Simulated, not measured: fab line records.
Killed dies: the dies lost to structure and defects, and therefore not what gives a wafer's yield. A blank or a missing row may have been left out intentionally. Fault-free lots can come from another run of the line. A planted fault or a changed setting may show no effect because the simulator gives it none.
fab line records ; flow sfqLine
record: lots: 5; wafers: 15; lastDay: 92
route steps=325 shown M1@72 I1@73
lots untouched by any fault: they come from a run of this same line in which no faults occurred
startH: hours from the record's opening day to when the first of the lot's shown wafers began ; waitH: hours since the lot's step before ; " repeats the value in the row above ; L1.1+2: several wafers, shown together as one row ; - no value present, or no start provided ; * or withheld: withheld ; < > ~ a bound
route shown NAME@n: a module of which the file shows steps, and the number in the route of the first ; usual: mean and standard deviation over wafers with no fault ; same: alike in all rows ; chamber/n: place in a boat ; sites: the reading at each site ; _std_site: the values' standard deviation ; _edge_site: the outer-site mean with the inner-site mean subtracted ; radiusMm: how far each site lies from the wafer's centre ; mask NAME#n: copy n ; behind: the last tool/chamber to shape the wafer ; hold: the reason the lot was held/the length of the hold in hours/how it ended ; device: names the non-switching transistor (n, p or np) ; end of line: tests run on the same wafers once the route is complete ; a step given without rows: its recipe and nothing more ; killed: dies that structure and defects cost at the first sort, which is not the same as the wafer's yield ; map: per-die view of a wafer (x killed, . not killed, _ where there is no die)
set.NAME: setting as actually run; set.NAME@STEP: the setting as run at that earlier step ; model.NAME: the simulator's own value behind a step, which no gauge read
lots at some steps of the route; a table a step, a row a wafer
services: from which hour (startH, from the record's first day; less than 0 if before it) a tool's chamber was out of use, for how many hours, and why
== steps ==
step: SFQ_TRILAYER_M1_STRIP_SOLV_CLEAN_044
recipe: chemistry: NMP; tempC: 70; timeS: 600
step: SFQ_TRILAYER_I1_DEP_PECVD_045
recipe: material: SiO2; tempC: 150; timeS: 111.11; pressureTorr: 2.4; rfW: 183.3; precursor: SiH4/N2O; targetThkNm: 500
usual: heaterPowerW: 85/8.7; throttleValvePct: 24.1/1.1
lot.wafer;tool;chamber;startH;waitH;heaterPowerW;throttleValvePct
L734.3;pecvd-03;0;571.60;0.0;77;22.2
L734.5;pecvd-03;0;571.60;0.0;81;22.4
L734.6;pecvd-03;2;571.60;0.0;79;24.8
L737.3;pecvd-03;2;613.20;0.0;96;24.6
L737.4;pecvd-03;0;613.20;0.0;80;22.3
L737.6;pecvd-03;2;613.20;0.0;84;24.9
L744.3;pecvd-02;2;669.47;0.0;85;23.9
L744.4;pecvd-02;1;669.47;0.0;85;23.0
L744.6;pecvd-02;2;669.47;0.0;68;23.7
L752.1;pecvd-02;1;728.26;0.0;98;23.3
L752.3;pecvd-02;2;728.26;0.0;72;23.8
L752.5;pecvd-02;2;728.26;0.0;74;23.9
L754.2;pecvd-02;0;733.97;0.0;85;25.5
L754.3;pecvd-02;2;733.97;0.0;83;23.6
L754.4;pecvd-02;0;733.97;0.0;89;26.0
step: SFQ_TRILAYER_I1_CMP_CMP_046
recipe: material: SiO2; downForcePsi: 3; platenRpm: 60; padVelocityMS: 0.94248
usual: motorCurrentA: 9.8/0.87; timeToEndpointS: 212/8.6
lot.wafer;tool;chamber;startH;waitH;motorCurrentA;timeToEndpointS
L734.3;cmp-01;0;571.68;0.0;9.1;220
L734.6;cmp-01;0;573.68;2.0;8.3;223
L734.5;cmp-01;1;573.68;2.0;10.4;211
L737.3;cmp-02;1;614.28;1.0;8.3;219
L737.4;cmp-02;2;614.28;1.0;10.8;219
L737.6;cmp-02;0;615.78;2.5;10.3;201
L744.4;cmp-02;1;670.55;1.0;8.2;212
L744.3;cmp-02;2;670.55;1.0;10.2;215
L744.6;cmp-02;0;672.05;2.5;10.3;206
L752.3;cmp-02;1;740.25;12.0;8.3;213
L752.1;cmp-02;3;741.25;13.0;9.8;197
L752.5;cmp-02;1;742.25;13.9;8.3;214
L754.4;cmp-01;0;753.14;19.1;8.7;223
L754.3;cmp-01;1;753.14;19.1;9.8;211
L754.2;cmp-01;3;754.64;20.6;11.0;205
step: SFQ_I1_BOW_MEAS_912
recipe: mode: bow
usual: I1_BOW: 1/7.4
lot.wafer;tool;chamber;startH;waitH;I1_BOW[um]
L734.3;filmMetro-04;-;574.72;2.5;-7
L734.5;filmMetro-04;-;574.72;2.5;7
L734.6;filmMetro-04;-;574.72;2.5;0
L737.3;filmMetro-01;-;616.32;1.5;7
L737.4;filmMetro-01;-;616.32;1.5;0
L737.6;filmMetro-01;-;616.32;1.5;6
L744.3;filmMetro-02;-;672.59;1.0;-9
L744.4;filmMetro-02;-;672.59;1.0;-17
L744.6;filmMetro-02;-;672.59;1.0;-6
L752.1;filmMetro-02;-;743.25;1.5;-3
L752.3;filmMetro-02;-;743.25;1.5;-1
L752.5;filmMetro-02;-;743.25;1.5;8
L754.2;filmMetro-01;-;756.16;1.0;2
L754.3;filmMetro-01;-;756.16;1.0;7
L754.4;filmMetro-01;-;756.16;1.0;-1
step: SFQ_TRILAYER_I1_METRO_MEASURE_047
usual: thkNm: 199.6/1.3
lot.wafer;tool;chamber;startH;waitH;thkNm
L734.3;filmMetro-04;-;575.20;0.5;200.6
L734.5;filmMetro-04;-;575.20;0.5;199.5
L734.6;filmMetro-04;-;575.20;0.5;200.2
L737.3;filmMetro-01;-;616.80;0.5;201.6
L737.4;filmMetro-01;-;616.80;0.5;199.4
L737.6;filmMetro-01;-;616.80;0.5;199.7
L744.3;filmMetro-02;-;673.07;0.5;199.2
L744.4;filmMetro-02;-;673.07;0.5;200.0
L744.6;filmMetro-02;-;673.07;0.5;198.4
L752.1;filmMetro-02;-;743.37;0.1;199.8
L752.3;filmMetro-02;-;743.37;0.1;201.1
L752.5;filmMetro-02;-;743.37;0.1;200.7
L754.2;filmMetro-01;-;756.46;0.3;199.4
L754.3;filmMetro-01;-;756.46;0.3;199.6
L754.4;filmMetro-01;-;756.46;0.3;201.7
step: SFQ_TRILAYER_I1_VIA_LITHO_COAT_054
recipe: resist: BARC; spinRpm: 3000; resistThkNm: 62
step: SFQ_TRILAYER_I1_VIA_LITHO_COAT_049
recipe: resist: KrF; spinRpm: 3000; resistThkNm: 650
step: SFQ_TRILAYER_I1_VIA_LITHO_SOFTBAKE_053
recipe: tempC: withheld; timeS: withheld; resist: KrF
step: SFQ_TRILAYER_I1_VIA_LITHO_EXPOSE_050
recipe: maskId: I1; na: 0.6; sourceShape: conventional; sigmaOuter: 0.65; targetCdNm: 500; doseMj: 21.71
step: SFQ_TRILAYER_I1_VIA_LITHO_PEB_052
recipe: pebTempC: 115; pebTimeS: 60; resist: KrF
step: SFQ_TRILAYER_I1_VIA_LITHO_DEVELOP_051
recipe: timeS: 60; resist: KrF
step: SFQ_I1_OVL_MEAS_913
usual: I1_OVL: 2/4.7
lot.wafer;tool;chamber;startH;waitH;I1_OVL[nm]
L734.3;overlay-02;-;735.38;0.1;3
L734.5;overlay-02;-;735.38;0.1;9
L734.6;overlay-02;-;735.38;0.1;5
L737.3;overlay-02;-;770.28;0.1;-4
L737.4;overlay-02;-;770.28;0.1;-4
L737.6;overlay-02;-;770.28;0.1;1
L744.3;overlay-02;-;797.88;0.1;-6
L744.4;overlay-02;-;797.88;0.1;-9
L744.6;overlay-02;-;797.88;0.1;-3
L752.1;overlay-01;-;870.02;0.1;-4
L752.3;overlay-01;-;870.02;0.1;-1
L752.5;overlay-01;-;870.02;0.1;-1
L754.2;overlay-02;-;883.36;0.1;2
L754.3;overlay-02;-;883.36;0.1;-1
L754.4;overlay-02;-;883.36;0.1;1
step: SFQ_TRILAYER_I1_VIA_BARC_OPEN_VIA_ETCH_071
recipe: maskMaterial: PR; chemistry: O2; targetDepthNm: 125; target: BARC; sourceW: 500; biasW: 80; pressureMtorr: 30; timeS: 41.7
usual: drypumpMotorCurrentA: 6.0/0.4; oesProductAu: 0.685/0.0045
lot.wafer;tool;chamber;startH;waitH;drypumpMotorCurrentA;oesProductAu;rfHoursCounterH;model.KrF_of_TRILAYER_I1_VIA_LITHO_COAT_049.thkNm
L734.3;rieDiel-02;2;735.41;0.0;6.3;0.686;1;577.6
L734.5;rieDiel-02;0;735.41;0.0;6.1;0.686;-;576.9
L734.6;rieDiel-02;3;735.41;0.0;6.3;0.683;-;577
L737.3;rieDiel-03;1;770.31;0.0;6.2;0.681;8;573.9
L737.4;rieDiel-03;0;770.31;0.0;5.7;0.687;11;576
L737.6;rieDiel-03;3;770.31;0.0;6.3;0.690;-;571.4
L744.3;rieDiel-03;1;797.91;0.0;6.2;0.682;8;569.5
L744.4;rieDiel-03;0;797.91;0.0;5.7;0.685;-;572.4
L744.6;rieDiel-03;3;797.91;0.0;6.3;0.680;-;584.1
L752.1;rieDiel-01;1;870.06;0.0;6.3;0.679;1;577.3
L752.3;rieDiel-01;0;870.06;0.0;5.7;0.688;2;576.1
L752.5;rieDiel-01;3;870.06;0.0;5.6;0.692;-;576.9
L754.2;rieDiel-03;2;883.39;0.0;6.3;0.689;4;575.6
L754.3;rieDiel-03;1;883.39;0.0;6.2;0.681;9;575.1
L754.4;rieDiel-03;3;883.39;0.0;6.3;0.687;5;573.7
step: SFQ_TRILAYER_I1_VIA_ETCH_VIA_ETCH_052
recipe: target: SiO2; stopOn: Nb; maskMaterial: PR; taperDeg: 20; chemistry: CHF3; targetDepthNm: 260; sourceW: 480.9; biasW: 80; pressureMtorr: 30; timeS: withheld
usual: drypumpMotorCurrentA: 6.0/0.4; oesProductAu: 0.853/0.0051
lot.wafer;tool;chamber;startH;waitH;drypumpMotorCurrentA;oesProductAu;model.KrF_of_TRILAYER_I1_VIA_LITHO_COAT_049.thkNm
L734.3;rieDiel-02;2;735.45;0.0;6.4;0.853;534.2
L734.5;rieDiel-02;0;735.45;0.0;6.0;0.854;532.3
L734.6;rieDiel-02;3;735.45;0.0;6.3;0.858;533.2
L737.3;rieDiel-03;1;770.35;0.0;6.2;0.865;529.8
L737.4;rieDiel-03;0;770.35;0.0;5.7;0.848;532.2
L737.6;rieDiel-03;3;770.35;0.0;6.3;0.854;526.6
L744.3;rieDiel-03;1;797.95;0.0;6.2;0.850;524.9
L744.4;rieDiel-03;0;797.95;0.0;5.8;0.852;528.8
L744.6;rieDiel-03;3;797.95;0.0;6.3;0.849;539.2
L752.1;rieDiel-01;1;870.10;0.0;6.3;0.849;533.4
L752.3;rieDiel-01;0;870.10;0.0;5.6;0.847;531.8
L752.5;rieDiel-01;3;870.10;0.0;5.6;0.856;532
L754.2;rieDiel-03;2;883.43;0.0;6.3;0.856;531.9
L754.3;rieDiel-03;1;883.43;0.0;6.2;0.853;530.3
L754.4;rieDiel-03;3;883.43;0.0;6.2;0.857;528.4
step: SFQ_TRILAYER_I1_VIA_STRIP_STRIP_053
recipe: gas: O2; powerW: 200; platenTempC: 40; overashFraction: 0.65; chemistry: O2; pressureMtorr: 50
usual: drypumpMotorCurrentA: 5.8/0.47; oesProductAu: 0.999/0.0089
lot.wafer;tool;chamber;startH;waitH;drypumpMotorCurrentA;oesProductAu;rfHoursCounterH
L734.3;rieMetal-02;1;735.76;-;5.4;0.983;-
L734.5;rieMetal-02;0;735.76;-;5.1;0.989;-
L734.6;rieMetal-02;1;735.76;-;5.4;0.978;-
L737.3;rieMetal-02;1;770.66;-;5.4;0.992;-
L737.4;rieMetal-02;0;770.66;-;5.1;0.997;-
L737.6;rieMetal-02;0;770.66;-;5.1;0.979;-
L744.3;rieMetal-03;0;798.26;-;6.0;1.012;-
L744.4;rieMetal-03;1;798.26;-;6.4;1.010;-
L744.6;rieMetal-03;0;798.26;-;6.0;1.010;-
L752.1;rieMetal-03;1;870.21;-;6.4;0.997;87
L752.3;rieMetal-03;1;870.21;-;6.4;0.995;-
L752.5;rieMetal-03;0;870.21;-;6.0;1.007;-
L754.2;rieMetal-02;1;883.54;-;5.4;0.998;46
L754.3;rieMetal-02;1;883.54;-;5.4;0.996;-
L754.4;rieMetal-02;0;883.54;-;5.1;0.999;-
== services ==
tool;chamber;startH;hours;kind
filmMetro-01;-;555.60;0.3;pm
cmp-01;-;560.20;4.6;pm
filmMetro-01;-;565.34;0.5;pm
rieDiel-02;-;567.36;0.7;repair
filmMetro-02;-;574.06;1.3;pm
cmp-01;-;574.68;4.0;pm
cmp-02;-;582.03;1.2;repair
rieDiel-03;-;612.23;3.2;repair
pecvd-02;2;613.01;8.9;repair
cmp-02;-;692.58;1.2;repair
rieDiel-03;1;700.66;1.5;repair
rieDiel-03;1;738.97;13.0;repair
rieDiel-03;3;743.19;6.0;repair
pecvd-02;-;746.44;2.8;pm
cmp-02;-;749.25;4.0;pm
pecvd-02;-;770.51;1.1;repair
cmp-02;-;792.25;4.0;pm
rieDiel-03;2;795.70;7.8;repair
cmp-02;-;812.93;0.5;repair
rieDiel-03;-;817.70;2.8;pm
rieDiel-03;1;831.79;3.7;repair
pecvd-02;-;859.93;0.7;repair
cmp-02;-;868.22;3.3;pm
rieDiel-03;0;877.21;1.6;repair
== key ==
firstSign none at tools or gauges
modelEffect: step: SFQ_TRILAYER_I1_VIA_BARC_OPEN_VIA_ETCH_071; value: KrF_of_TRILAYER_I1_VIA_LITHO_COAT_049.thkNm; without: 570.1; struck: 584.1
modelEffect: step: SFQ_TRILAYER_I1_VIA_ETCH_VIA_ETCH_052; value: KrF_of_TRILAYER_I1_VIA_LITHO_COAT_049.thkNm; without: 525.2; struck: 539.2
metAt SFQ_TRILAYER_I1_VIA_BARC_OPEN_VIA_ETCH_071
struckWafers L744.6
onsetBetween 770.31 797.91
fault: kind: processParameterDrift; tool: rieDiel-03; chamber: 3; onsetH: 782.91; steps: SFQ_TRILAYER_I1_VIA_BARC_OPEN_VIA_ETCH_071; channel: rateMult; offset: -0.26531; shape: step; endH: 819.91
